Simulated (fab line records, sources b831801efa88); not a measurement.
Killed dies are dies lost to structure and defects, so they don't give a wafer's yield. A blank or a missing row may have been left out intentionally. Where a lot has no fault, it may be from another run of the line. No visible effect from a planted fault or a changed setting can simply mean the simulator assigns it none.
fab line records | flow sfq-line | part 1 of 2: steps 1 to 26 of 38
[record] lots = 5 | wafers = 15 | last-day = 85
route steps=325 shown I0@50 M1@58 I1@73 M2@88
lots with no fault: from the same line, run without faults
start-h: start of the lot's first displayed wafer, in hours after the record's first day | wait-h: hours since the lot's step before | " as in the row above | L1.1+2: a single row standing in for several wafers | - no value, or no start given | * or withheld: withheld | < > ~ a bound
route shown NAME@n: a module of which the file shows steps, and the number in the route of the first | usual: mean and standard deviation over wafers with no fault | same: alike in all rows | chamber/n: place in a boat | sites: readings site by site | _std_site: standard deviation of those values | _edge_site: outer sites' mean less inner sites' | radius-mm: how far each site lies from the wafer's centre | mask NAME#n: copy n | behind: tool/chamber where the wafer was last shaped | hold: reason for holding the lot/hours on hold/outcome of the hold | device: names the non-switching transistor (n, p or np) | end of line: at the end of the route, the tests of the same wafers | where a step has no rows: the recipe by itself | killed: not the wafer's yield, but the dies lost to structure and defects at the first sort | map: shows each die of a wafer: x if killed, . if not, _ if none is there
set.NAME: the setting as run; set.NAME@STEP: as run at that earlier step | model.NAME: the simulator's own value behind a step, which no gauge read
certain route steps with their lots: each step a table, each wafer a row
services: from which hour (start-h, from the record's first day; less than 0 if before it) a tool's chamber was out of use, for how many hours, and why
[[steps]]
[step SFQ_TRILAYER_I0_VIA_LITHO_EXPOSE_032]
[recipe] mask-id = I0 | na = 0.6 | source-shape = conventional | sigma-outer = 0.65 | target-cd-nm = 500 | dose-mj = 21.3
lot.wafer  | tool           | chamber | start-h | wait-h | mask
L080.1+3+5 | krf-scanner-01 | 0       | 326.50  | -      | I0#0
L082.1+2+6 | krf-scanner-02 | 0       | 341.03  | -      | I0#0
L087.1+2+5 | krf-scanner-01 | 0       | 368.43  | -      | I0#0
L089.2+4+5 | krf-scanner-02 | 0       | 387.59  | -      | I0#0
L090.2+5+6 | krf-scanner-02 | 0       | 389.27  | -      | I0#0
[step SFQ_TRILAYER_I0_VIA_LITHO_PEB_034]
[recipe] peb-temp-c = 115 | peb-time-s = 60 | resist = KrF
lot.wafer  | tool           | chamber | start-h | wait-h
L080.1+3+5 | litho-track-03 | 0       | 327.70  | 1.0
L082.1+2+6 | litho-track-01 | 0       | 342.23  | 1.0
L087.1+2+5 | litho-track-02 | 0       | 369.63  | 1.0
L089.2+4+5 | litho-track-01 | 0       | 388.61  | 0.8
L090.2+5+6 | litho-track-03 | 0       | 390.30  | 0.8
[step SFQ_TRILAYER_I0_VIA_LITHO_DEVELOP_033]
[recipe] time-s = 60 | resist = KrF
lot.wafer  | tool           | chamber | start-h | wait-h
L080.1+3+5 | litho-track-03 | 0       | 327.85  | 0.1
L082.1+2+6 | litho-track-01 | 0       | 342.38  | 0.1
L087.1+2+5 | litho-track-02 | 0       | 369.78  | 0.1
L089.2+4+5 | litho-track-01 | 0       | 388.76  | 0.1
L090.2+5+6 | litho-track-03 | 0       | 390.45  | 0.1
[step SFQ_I0_OVL_MEAS_908]
[usual] I0_OVL = -1/5
lot.wafer | tool       | chamber | start-h | wait-h | I0_OVL[nm]
L080.1    | overlay-01 | -       | 328.00  | 0.1    | -5
L080.3    | "          | -       | "       | "      | -6
L080.5    | "          | -       | "       | "      | -6
L082.1    | overlay-02 | -       | 342.53  | 0.1    | 1
L082.2    | "          | -       | "       | "      | -2
L082.6    | "          | -       | "       | "      | 4
L087.1    | overlay-02 | -       | 369.93  | 0.1    | 3
L087.2    | "          | -       | "       | "      | -10
L087.5    | "          | -       | "       | "      | 1
L089.2    | overlay-02 | -       | 388.89  | 0.1    | 4
L089.4    | "          | -       | "       | "      | -2
L089.5    | "          | -       | "       | "      | -3
L090.2    | overlay-01 | -       | 390.58  | 0.1    | -10
L090.5    | "          | -       | "       | "      | -1
L090.6    | "          | -       | "       | "      | -5
[step SFQ_TRILAYER_I0_VIA_BARC_OPEN_VIA_ETCH_046]
[recipe] mask-material = PR | chemistry = O2 | target-depth-nm = 125 | target = BARC | source-w = 500 | bias-w = 80 | pressure-mtorr = 30 | time-s = 41.7
[usual] drypump-motor-current-A = 5.6/0.32 | oes-product-au = 0.684/0.0052
lot.wafer | tool        | chamber | start-h | wait-h | drypump-motor-current-A | oes-product-au | rf-hours-counter-h
L080.1    | rie-diel-04 | 1       | 328.04  | 0.0    | 6.0                     | 0.691          | 2
L080.3    | "           | 2       | "       | "      | 5.6                     | 0.677          | 90
L080.5    | "           | 3       | "       | "      | 5.4                     | 0.689          | -
L082.1    | rie-diel-01 | 2       | 342.56  | 0.0    | 6.0                     | 0.682          | 6
L082.2    | "           | 3       | "       | "      | 5.2                     | 0.692          | 2
L082.6    | "           | 2       | "       | "      | 6.0                     | 0.686          | -
L087.1    | rie-diel-02 | 3       | 369.96  | 0.0    | 5.5                     | 0.680          | 108
L087.2    | "           | 2       | "       | "      | 6.0                     | 0.690          | 1
L087.5    | "           | 1       | "       | "      | 5.0                     | 0.683          | -
L089.2    | rie-diel-04 | 0       | 388.92  | 0.0    | 5.3                     | 0.677          | 1
L089.4    | "           | 3       | "       | "      | 5.4                     | 0.681          | 2
L089.5    | "           | 3       | "       | "      | 5.4                     | 0.678          | -
L090.2    | rie-diel-02 | 3       | 390.61  | 0.0    | 5.5                     | 0.684          | 108
L090.5    | "           | 1       | "       | "      | 5.0                     | 0.689          | -
L090.6    | "           | 3       | "       | "      | 5.5                     | 0.679          | -
[step SFQ_TRILAYER_I0_VIA_ETCH_VIA_ETCH_034]
[recipe] target = SiO2 | stop-on = Nb | mask-material = PR | taper-deg = 20 | chemistry = CHF3 | target-depth-nm = 260 | source-w = 500 | bias-w = 80 | pressure-mtorr = 30 | time-s = withheld
[usual] drypump-motor-current-A = 5.6/0.32 | oes-product-au = 0.857/0.0053
lot.wafer | tool        | chamber | start-h | wait-h | drypump-motor-current-A | oes-product-au
L080.1    | rie-diel-04 | 1       | 328.08  | 0.0    | 6.0                     | 0.853
L080.3    | "           | 2       | "       | "      | 5.6                     | 0.856
L080.5    | "           | 3       | "       | "      | 5.4                     | 0.853
L082.1    | rie-diel-01 | 2       | 342.60  | 0.0    | 6.0                     | 0.855
L082.2    | "           | 3       | "       | "      | 5.2                     | 0.857
L082.6    | "           | 2       | "       | "      | 6.0                     | 0.857
L087.1    | rie-diel-02 | 3       | 370.00  | 0.0    | 5.5                     | 0.857
L087.2    | "           | 2       | "       | "      | 6.0                     | 0.866
L087.5    | "           | 1       | "       | "      | 4.9                     | 0.866
L089.2    | rie-diel-04 | 0       | 388.96  | 0.0    | 5.3                     | 0.859
L089.4    | "           | 3       | "       | "      | 5.4                     | 0.856
L089.5    | "           | 3       | "       | "      | 5.4                     | 0.860
L090.2    | rie-diel-02 | 3       | 390.65  | 0.0    | 5.5                     | 0.859
L090.5    | "           | 1       | "       | "      | 5.0                     | 0.853
L090.6    | "           | 3       | "       | "      | 5.5                     | 0.853
[step SFQ_TRILAYER_I0_VIA_STRIP_STRIP_035]
[recipe] gas = O2 | power-w = 200 | platen-temp-c = 40 | overash-fraction = 0.65 | chemistry = O2 | pressure-mtorr = 50
[usual] drypump-motor-current-A = 5.8/0.34 | he-backside-leak-sccm = 3.33/0.3 | oes-product-au = 0.997/0.012
lot.wafer | tool         | chamber | start-h | wait-h | drypump-motor-current-A | he-backside-leak-sccm | oes-product-au | rf-hours-counter-h
L080.1    | rie-metal-01 | 0       | 328.19  | -      | 6.1                     | 3.31                  | 0.999          | 174
L080.3    | "            | 0       | "       | "      | 6.1                     | 3.37                  | 0.999          | -
L080.5    | "            | 1       | "       | "      | 6.3                     | 2.98                  | 1.005          | -
L082.1    | rie-metal-01 | 0       | 342.71  | -      | 6.1                     | 3.23                  | 0.998          | 176
L082.2    | "            | 1       | "       | "      | 6.3                     | 3.02                  | 0.985          | 35
L082.6    | "            | 0       | "       | "      | 6.1                     | 3.37                  | 0.993          | -
L087.1    | rie-metal-02 | 0       | 370.11  | -      | 5.7                     | 3.25                  | 0.994          | 56
L087.2    | "            | 1       | "       | "      | 5.7                     | 3.74                  | 0.972          | 146
L087.5    | "            | 0       | "       | "      | 5.7                     | 3.13                  | 1.002          | -
L089.2    | rie-metal-01 | 1       | 389.27  | -      | 6.3                     | 3.32                  | 0.991          | -
L089.4    | "            | 1       | "       | "      | 6.3                     | 3.19                  | 0.993          | -
L089.5    | "            | 1       | "       | "      | 6.3                     | 3.35                  | 0.987          | -
L090.2    | rie-metal-02 | 0       | 390.76  | -      | 5.7                     | 3.11                  | 1.001          | 60
L090.5    | "            | 1       | "       | "      | 5.8                     | 3.76                  | 0.981          | -
L090.6    | "            | 0       | "       | "      | 5.7                     | 3.21                  | 1.008          | -
[step SFQ_TRILAYER_I0_VIA_STRIP_SOLV_CLEAN_036]
[recipe] chemistry = NMP | temp-c = 70 | time-s = 600
lot.wafer  | tool         | chamber | start-h | wait-h
L080.1+3+5 | wet-bench-01 | 3,0,1   | 328.79  | 0.4
L082.1+2+6 | wet-bench-01 | 3,1,0   | 343.31  | 0.4
L087.1+2+5 | wet-bench-03 | 2,7,3   | 370.71  | 0.4
L089.2+4+5 | wet-bench-03 | 2,3,1   | 390.27  | 0.8
L090.2+5+6 | wet-bench-04 | 6,3,2   | 391.36  | 0.4
[step SFQ_TRILAYER_M1_DEP_PRE_CLEAN_038]
[recipe] gas = Ar | time-s = 22.5 | bias-v = 250
lot.wafer  | tool           | chamber | start-h | wait-h
L080.1+3+5 | pvd-sputter-04 | -       | 328.96  | 0.0
L082.1+2+6 | pvd-sputter-04 | -       | 343.49  | 0.0
L087.1+2+5 | pvd-sputter-05 | -       | 370.90  | 0.0
L089.2+4+5 | pvd-sputter-05 | -       | 390.45  | 0.0
L090.2+5+6 | pvd-sputter-04 | -       | 391.54  | 0.0
[step SFQ_TRILAYER_M1_DEP_SPUTTER_037]
[recipe] material = Nb | base-pressure-pa = 1.33e-06 | chamber-pressure-pa = 0.1333 | substrate-temp-c = 20 | resputter-cathode-voltage-v = 400 | target-thk-nm = 200 | power-w = 2000 | time-s = 133.3
[usual] throttle-valve-pct = 30.1/1.3
lot.wafer | tool           | chamber | start-h | wait-h | throttle-valve-pct
L080.1    | pvd-sputter-04 | -       | 328.99  | 0.0    | 31.1
L080.3    | "              | -       | "       | "      | 29.8
L080.5    | "              | -       | "       | "      | 29.2
L082.1    | pvd-sputter-04 | -       | 343.52  | 0.0    | 29.6
L082.2    | "              | -       | "       | "      | 29.0
L082.6    | "              | -       | "       | "      | 29.3
L087.1    | pvd-sputter-05 | -       | 370.93  | 0.0    | 31.1
L087.2    | "              | -       | "       | "      | 31.6
L087.5    | "              | -       | "       | "      | 32.0
L089.2    | pvd-sputter-05 | -       | 390.48  | 0.0    | 30.7
L089.4    | "              | -       | "       | "      | 29.3
L089.5    | "              | -       | "       | "      | 31.2
L090.2    | pvd-sputter-04 | -       | 391.57  | 0.0    | 29.3
L090.5    | "              | -       | "       | "      | 29.8
L090.6    | "              | -       | "       | "      | 31.1
[step SFQ_M1_RS_MEAS_909]
[recipe] thk-meas-gauge = four-point-probe | reads = Nb_of_TRILAYER_M1_DEP_SPUTTER_037
[usual] M1_NB_RS = 0.883/0.013
lot.wafer | tool          | chamber | start-h | wait-h | M1_NB_RS[ohm/sq]
L080.1    | film-metro-02 | -       | 329.08  | 0.0    | 0.857
L080.3    | "             | -       | "       | "      | 0.874
L080.5    | "             | -       | "       | "      | 0.891
L082.1    | film-metro-02 | -       | 343.61  | 0.0    | 0.862
L082.2    | "             | -       | "       | "      | 0.880
L082.6    | "             | -       | "       | "      | 0.882
L087.1    | film-metro-04 | -       | 371.02  | 0.0    | 0.909
L087.2    | "             | -       | "       | "      | 0.891
L087.5    | "             | -       | "       | "      | 0.898
L089.2    | film-metro-04 | -       | 390.59  | 0.1    | 0.898
L089.4    | "             | -       | "       | "      | 0.898
L089.5    | "             | -       | "       | "      | 0.908
L090.2    | film-metro-02 | -       | 391.68  | 0.1    | 0.898
L090.5    | "             | -       | "       | "      | 0.890
L090.6    | "             | -       | "       | "      | 0.880
[step SFQ_TRILAYER_M1_LITHO_COAT_044]
[recipe] resist = BARC | spin-rpm = 3000 | resist-thk-nm = 62
[usual] spin-speed-rpm = 3000.3/1.9
lot.wafer | tool           | chamber | start-h | wait-h | spin-speed-rpm
L080.1    | litho-track-02 | 0       | 329.26  | 0.1    | 2997.8
L080.3    | "              | 0       | "       | "      | 3001.3
L080.5    | "              | 0       | "       | "      | 2999.0
L082.1    | litho-track-04 | 0       | 343.79  | 0.1    | 3003.8
L082.2    | "              | 0       | "       | "      | 3002.3
L082.6    | "              | 0       | "       | "      | 2998.9
L087.1    | litho-track-03 | 0       | 371.20  | 0.1    | 2998.7
L087.2    | "              | 0       | "       | "      | 2997.8
L087.5    | "              | 0       | "       | "      | 2999.8
L089.2    | litho-track-04 | 0       | 390.80  | 0.1    | 3006.1
L089.4    | "              | 0       | "       | "      | 3000.8
L089.5    | "              | 0       | "       | "      | 3002.9
L090.2    | litho-track-02 | 0       | 391.89  | 0.1    | 3003.4
L090.5    | "              | 0       | "       | "      | 3000.8
L090.6    | "              | 0       | "       | "      | 3001.5
[step SFQ_TRILAYER_M1_LITHO_COAT_039]
[recipe] resist = KrF | spin-rpm = 3000 | resist-thk-nm = 600
[usual] spin-speed-rpm = 2999.7/2
lot.wafer | tool           | chamber | start-h | wait-h | spin-speed-rpm
L080.1    | litho-track-02 | 0       | 329.56  | 0.2    | 3002.1
L080.3    | "              | 0       | "       | "      | 2999.0
L080.5    | "              | 0       | "       | "      | 2999.5
L082.1    | litho-track-04 | 0       | 344.09  | 0.2    | 3000.7
L082.2    | "              | 0       | "       | "      | 3004.0
L082.6    | "              | 0       | "       | "      | 3001.7
L087.1    | litho-track-03 | 0       | 371.50  | 0.2    | 3004.0
L087.2    | "              | 0       | "       | "      | 2999.9
L087.5    | "              | 0       | "       | "      | 3001.9
L089.2    | litho-track-04 | 0       | 391.10  | 0.2    | 3000.7
L089.4    | "              | 0       | "       | "      | 2996.0
L089.5    | "              | 0       | "       | "      | 2998.5
L090.2    | litho-track-02 | 0       | 392.19  | 0.2    | 2996.6
L090.5    | "              | 0       | "       | "      | 3000.4
L090.6    | "              | 0       | "       | "      | 2997.9
[step SFQ_TRILAYER_M1_LITHO_SOFTBAKE_043]
[recipe] temp-c = withheld | time-s = withheld | resist = KrF
lot.wafer  | tool           | chamber | start-h | wait-h
L080.1+3+5 | litho-track-02 | 0       | 329.86  | 0.2
L082.1+2+6 | litho-track-04 | 0       | 344.39  | 0.2
L087.1+2+5 | litho-track-03 | 0       | 371.80  | 0.2
L089.2+4+5 | litho-track-04 | 0       | 391.37  | 0.2
L090.2+5+6 | litho-track-02 | 0       | 392.46  | 0.2
[step SFQ_TRILAYER_M1_LITHO_EXPOSE_040]
[recipe] mask-id = M1 | na = 0.6 | source-shape = conventional | sigma-outer = 0.65 | target-cd-nm = 500 | dose-mj = 14.4
lot.wafer  | tool           | chamber | start-h | wait-h | mask
L080.1+3+5 | krf-scanner-02 | 0       | 470.79  | -      | M1#0
L082.1+2+6 | krf-scanner-01 | 0       | 492.52  | -      | M1#0
L087.1+2+5 | krf-scanner-01 | 0       | 524.92  | -      | M1#0
L089.2+4+5 | krf-scanner-02 | 0       | 549.24  | -      | M1#0
L090.2+5+6 | krf-scanner-02 | 0       | 550.44  | -      | M1#0
[step SFQ_TRILAYER_M1_LITHO_PEB_042]
[recipe] peb-temp-c = 115 | peb-time-s = 60 | resist = KrF
lot.wafer  | tool           | chamber | start-h | wait-h
L080.1+3+5 | litho-track-02 | 0       | 471.99  | 1.0
L082.1+2+6 | litho-track-04 | 0       | 493.72  | 1.0
L087.1+2+5 | litho-track-03 | 0       | 526.12  | 1.0
L089.2+4+5 | litho-track-03 | 0       | 550.27  | 0.8
L090.2+5+6 | litho-track-03 | 0       | 551.47  | 0.8
[step SFQ_TRILAYER_M1_LITHO_DEVELOP_041]
[recipe] time-s = 60 | resist = KrF
lot.wafer  | tool           | chamber | start-h | wait-h
L080.1+3+5 | litho-track-02 | 0       | 472.14  | 0.1
L082.1+2+6 | litho-track-04 | 0       | 493.87  | 0.1
L087.1+2+5 | litho-track-03 | 0       | 526.27  | 0.1
L089.2+4+5 | litho-track-03 | 0       | 550.42  | 0.1
L090.2+5+6 | litho-track-03 | 0       | 551.62  | 0.1
[step SFQ_M1_OVL_MEAS_911]
[usual] M1_OVL = -1/5.9
lot.wafer | tool       | chamber | start-h | wait-h | M1_OVL[nm]
L080.1    | overlay-02 | -       | 472.29  | 0.1    | -2
L080.3    | "          | -       | "       | "      | -4
L080.5    | "          | -       | "       | "      | -2
L082.1    | overlay-01 | -       | 494.02  | 0.1    | -9
L082.2    | "          | -       | "       | "      | 3
L082.6    | "          | -       | "       | "      | 6
L087.1    | overlay-02 | -       | 526.42  | 0.1    | 2
L087.2    | "          | -       | "       | "      | -6
L087.5    | "          | -       | "       | "      | 4
L089.2    | overlay-02 | -       | 550.55  | 0.1    | -1
L089.4    | "          | -       | "       | "      | -4
L089.5    | "          | -       | "       | "      | -3
L090.2    | overlay-02 | -       | 551.75  | 0.1    | 0
L090.5    | "          | -       | "       | "      | -12
L090.6    | "          | -       | "       | "      | -6
[step SFQ_TRILAYER_M1_BARC_OPEN_METAL_ETCH_054]
[recipe] mask-material = PR | chemistry = O2 | target-depth-nm = 125 | target = BARC | icp-w = 600 | bias-w = 80 | pressure-mtorr = 10 | time-s = 41.7
[usual] drypump-motor-current-A = 5.7/0.33 | he-backside-leak-sccm = 3.47/0.25 | oes-product-au = 0.686/0.0049
lot.wafer | tool         | chamber | start-h | wait-h | drypump-motor-current-A | he-backside-leak-sccm | oes-product-au | rf-hours-counter-h
L080.1    | rie-metal-03 | 1       | 472.33  | 0.0    | 6.0                     | 3.69                  | 0.685          | 70
L080.3    | "            | 1       | "       | "      | 6.0                     | 3.71                  | 0.676          | -
L080.5    | "            | 1       | "       | "      | 6.0                     | 3.53                  | 0.672          | -
L082.1    | rie-metal-04 | 0       | 494.05  | 0.0    | 5.0                     | 3.28                  | 0.688          | 138
L082.2    | "            | 1       | "       | "      | 5.8                     | 3.19                  | 0.686          | 75
L082.6    | "            | 0       | "       | "      | 5.0                     | 3.43                  | 0.685          | -
L087.1    | rie-metal-03 | 1       | 526.45  | 0.0    | 6.0                     | 3.58                  | 0.686          | 80
L087.2    | "            | 0       | "       | "      | 5.9                     | 3.49                  | 0.683          | 14
L087.5    | "            | 0       | "       | "      | 5.9                     | 3.46                  | 0.685          | -
L089.2    | rie-metal-04 | 1       | 550.60  | 0.0    | 5.8                     | 3.25                  | 0.683          | -
L089.4    | "            | 1       | "       | "      | 5.8                     | 2.90                  | 0.684          | -
L089.5    | "            | 1       | "       | "      | 5.8                     | 3.19                  | 0.673          | -
L090.2    | rie-metal-03 | 0       | 551.78  | 0.0    | 5.9                     | 3.53                  | 0.684          | 18
L090.5    | "            | 1       | "       | "      | 5.9                     | 3.73                  | 0.684          | -
L090.6    | "            | 0       | "       | "      | 5.9                     | 3.54                  | 0.687          | -
[step SFQ_TRILAYER_M1_ETCH_METAL_ETCH_042]
[recipe] target = Nb | stop-on = SiO2 | mask-material = PR | chemistry = Cl2/Ar | target-depth-nm = 240 | icp-w = 600 | bias-w = 80 | pressure-mtorr = 10 | time-s = 120
[usual] drypump-motor-current-A = 5.7/0.33 | he-backside-leak-sccm = 3.45/0.25 | oes-product-au = 0.898/0.0087
lot.wafer | tool         | chamber | start-h | wait-h | drypump-motor-current-A | he-backside-leak-sccm | oes-product-au | rf-hours-counter-h
L080.1    | rie-metal-03 | 1       | 472.39  | 0.0    | 6.0                     | 3.69                  | 0.915          | 70
L080.3    | "            | 1       | "       | "      | 6.0                     | 3.57                  | 0.905          | -
L080.5    | "            | 1       | "       | "      | 6.0                     | 3.64                  | 0.889          | -
L082.1    | rie-metal-04 | 0       | 494.11  | 0.0    | 5.0                     | 3.16                  | 0.918          | 138
L082.2    | "            | 1       | "       | "      | 5.8                     | 3.17                  | 0.901          | 75
L082.6    | "            | 0       | "       | "      | 5.0                     | 3.36                  | 0.906          | -
L087.1    | rie-metal-03 | 1       | 526.51  | 0.0    | 6.0                     | 3.59                  | 0.887          | 80
L087.2    | "            | 0       | "       | "      | 5.9                     | 3.42                  | 0.892          | 14
L087.5    | "            | 0       | "       | "      | 5.9                     | 3.54                  | 0.886          | -
L089.2    | rie-metal-04 | 1       | 550.74  | 0.1    | 5.8                     | 3.27                  | 0.888          | -
L089.4    | "            | 1       | "       | "      | 5.8                     | 3.36                  | 0.889          | -
L089.5    | "            | 1       | "       | "      | 5.8                     | 3.30                  | 0.878          | -
L090.2    | rie-metal-03 | 0       | 551.84  | 0.0    | 5.9                     | 3.63                  | 0.886          | 18
L090.5    | "            | 1       | "       | "      | 5.9                     | 3.83                  | 0.892          | -
L090.6    | "            | 0       | "       | "      | 5.9                     | 3.50                  | 0.891          | -
[step SFQ_TRILAYER_M1_STRIP_STRIP_043]
[recipe] gas = O2 | power-w = 200 | platen-temp-c = 40 | overash-fraction = 0.65 | chemistry = O2 | pressure-mtorr = 50
[usual] drypump-motor-current-A = 5.7/0.33 | he-backside-leak-sccm = 3.5/0.44 | oes-product-au = 0.998/0.011
lot.wafer | tool         | chamber | start-h | wait-h | drypump-motor-current-A | he-backside-leak-sccm | oes-product-au | rf-hours-counter-h
L080.1    | rie-metal-03 | 1       | 472.51  | 0.1    | 5.9                     | 3.8                   | 1.012          | 70
L080.3    | "            | 1       | "       | "      | 6.0                     | 3.6                   | 1.009          | -
L080.5    | "            | 1       | "       | "      | 5.9                     | 3.6                   | 1.021          | -
L082.1    | rie-metal-04 | 0       | 494.24  | 0.1    | 5.0                     | 3.1                   | 0.992          | 138
L082.2    | "            | 1       | "       | "      | 5.8                     | 3.0                   | 0.996          | 75
L082.6    | "            | 0       | "       | "      | 5.0                     | 3.1                   | 0.995          | -
L087.1    | rie-metal-03 | 1       | 526.64  | 0.1    | 6.0                     | 3.7                   | 0.992          | 80
L087.2    | "            | 0       | "       | "      | 6.0                     | 3.5                   | 0.997          | 14
L087.5    | "            | 0       | "       | "      | 6.0                     | 3.4                   | 0.991          | -
L089.2    | rie-metal-04 | 1       | 551.15  | 0.4    | 5.8                     | 3.3                   | 0.986          | -
L089.4    | "            | 1       | "       | "      | 5.8                     | 3.1                   | 0.988          | -
L089.5    | "            | 1       | "       | "      | 5.8                     | 3.1                   | 0.983          | -
L090.2    | rie-metal-03 | 0       | 551.96  | 0.1    | 5.9                     | 3.6                   | 0.990          | 18
L090.5    | "            | 1       | "       | "      | 6.0                     | 3.7                   | 1.010          | -
L090.6    | "            | 0       | "       | "      | 5.9                     | 3.5                   | 0.989          | -
[step SFQ_TRILAYER_M1_STRIP_SOLV_CLEAN_044]
[recipe] chemistry = NMP | temp-c = 70 | time-s = 600
lot.wafer  | tool         | chamber | start-h | wait-h
L080.1+3+5 | wet-bench-03 | 5,7,0   | 473.11  | 0.4
L082.1+2+6 | wet-bench-01 | 7,3,4   | 494.84  | 0.4
L087.1+2+5 | wet-bench-03 | 1,4,2   | 527.24  | 0.4
L089.2+4+5 | wet-bench-02 | 6,3,0   | 552.15  | 0.8
L090.2+5+6 | wet-bench-03 | 6,5,1   | 552.56  | 0.4
[step SFQ_TRILAYER_I1_DEP_PECVD_045]
[recipe] material = SiO2 | temp-c = 150 | time-s = 111.11 | pressure-torr = 2.4 | rf-w = 183.3 | precursor = SiH4/N2O | target-thk-nm = 500
[usual] heater-power-w = 90/16 | showerhead-vpp-V = 823/47 | throttle-valve-pct = 26.0/1.3
lot.wafer | tool     | chamber | start-h | wait-h | heater-power-w | showerhead-vpp-V | throttle-valve-pct
L080.1    | pecvd-01 | 2       | 473.29  | 0.0    | 71             | 812              | 26.6
L080.3    | "        | 0       | "       | "      | 71             | 764              | 25.4
L080.5    | "        | 1       | "       | "      | 96             | 829              | 24.2
L082.1    | pecvd-03 | 0       | 495.03  | 0.0    | 77             | 772              | 25.5
L082.2    | "        | 2       | "       | "      | 118            | 771              | 28.7
L082.6    | "        | 0       | "       | "      | 80             | 766              | 25.4
L087.1    | pecvd-03 | 0       | 527.41  | 0.0    | 86             | 760              | 25.8
L087.2    | "        | 2       | "       | "      | 114            | 776              | 28.9
L087.5    | "        | 0       | "       | "      | 89             | 762              | 25.4
L089.2    | pecvd-02 | 1       | 552.32  | 0.0    | 84             | 829              | 25.2
L089.4    | "        | 0       | "       | "      | 87             | 887              | 27.1
L089.5    | "        | 2       | "       | "      | 84             | 855              | 25.9
L090.2    | pecvd-03 | 0       | 552.74  | 0.0    | 72             | 761              | 25.3
L090.5    | "        | 2       | "       | "      | 104            | 774              | 28.6
L090.6    | "        | 1       | "       | "      | 128            | 907              | 25.7
[step SFQ_TRILAYER_I1_CMP_CMP_046]
[recipe] material = SiO2 | down-force-psi = 3 | platen-rpm = 60 | pad-velocity-m-s = 0.94248
[usual] head-pressure-psi = 3.000/0.0067 | motor-current-A = 9.9/1.4 | time-to-endpoint-s = 217/7.2
lot.wafer | tool   | chamber | start-h | wait-h | head-pressure-psi | motor-current-A | time-to-endpoint-s
L080.1    | cmp-02 | 2       | 473.37  | 0.0    | 3.002             | 8.8             | 213
L080.3    | "      | 3       | "       | "      | 3.000             | 9.7             | 211
L080.5    | "      | 3       | 475.87  | 2.5    | 2.994             | 9.3             | 218
L082.1    | cmp-01 | 0       | 497.37  | 2.3    | 3.010             | 8.3             | 222
L082.2    | "      | 1       | "       | "      | 3.001             | 10.1            | 211
L082.6    | "      | 0       | 499.37  | 4.3    | 3.007             | 8.6             | 222
L087.2    | cmp-02 | 3       | 527.99  | 0.5    | 2.994             | 9.2             | 215
L087.1    | "      | 0       | "       | "      | 3.005             | 9.9             | 220
L087.5    | "      | 2       | 529.49  | 2.0    | 2.994             | 9.0             | 228
L089.2    | cmp-01 | 1       | 552.40  | 0.0    | 2.999             | 9.4             | 213
L089.4    | "      | 0       | 553.90  | 1.5    | 2.994             | 8.5             | 221
L089.5    | "      | 2       | 554.90  | 2.5    | 3.000             | 7.6             | 213
L090.2    | cmp-02 | 2       | 553.67  | 0.9    | 2.994             | 9.1             | 216
L090.6    | "      | 2       | 555.67  | 2.9    | 3.008             | 9.1             | 226
L090.5    | "      | 3       | "       | "      | 2.998             | 9.2             | 221
[step SFQ_I1_BOW_MEAS_912]
[recipe] mode = bow
[usual] I1_BOW = 1/8.1
lot.wafer | tool          | chamber | start-h | wait-h | I1_BOW[um]
L080.1    | film-metro-02 | -       | 476.37  | 2.5    | 21
L080.3    | "             | -       | "       | "      | 11
L080.5    | "             | -       | "       | "      | 2
L082.1    | film-metro-02 | -       | 500.37  | 2.5    | -7
L082.2    | "             | -       | "       | "      | 0
L082.6    | "             | -       | "       | "      | 7
L087.1    | film-metro-03 | -       | 530.49  | 1.5    | 16
L087.2    | "             | -       | "       | "      | -8
L087.5    | "             | -       | "       | "      | 12
L089.2    | film-metro-01 | -       | 555.42  | 2.5    | 3
L089.4    | "             | -       | "       | "      | -3
L089.5    | "             | -       | "       | "      | 9
L090.2    | film-metro-03 | -       | 556.69  | 2.5    | -4
L090.5    | "             | -       | "       | "      | 5
L090.6    | "             | -       | "       | "      | 8
[step SFQ_TRILAYER_I1_METRO_MEASURE_047]
[usual] thk-nm = 200.5/0.98
lot.wafer | tool          | chamber | start-h | wait-h | thk-nm
L080.1    | film-metro-02 | -       | 476.49  | 0.1    | 199.5
L080.3    | "             | -       | "       | "      | 200.4
L080.5    | "             | -       | "       | "      | 200.5
L082.1    | film-metro-02 | -       | 500.49  | 0.1    | 199.4
L082.2    | "             | -       | "       | "      | 199.1
L082.6    | "             | -       | "       | "      | 199.8
L087.1    | film-metro-03 | -       | 530.61  | 0.1    | 200.9
L087.2    | "             | -       | "       | "      | 201.7
L087.5    | "             | -       | "       | "      | 200.6
L089.2    | film-metro-01 | -       | 555.72  | 0.3    | 201.4
L089.4    | "             | -       | "       | "      | 198.6
L089.5    | "             | -       | "       | "      | 199.8
L090.2    | film-metro-03 | -       | 556.99  | 0.3    | 201.7
L090.5    | "             | -       | "       | "      | 201.5
L090.6    | "             | -       | "       | "      | 201.4
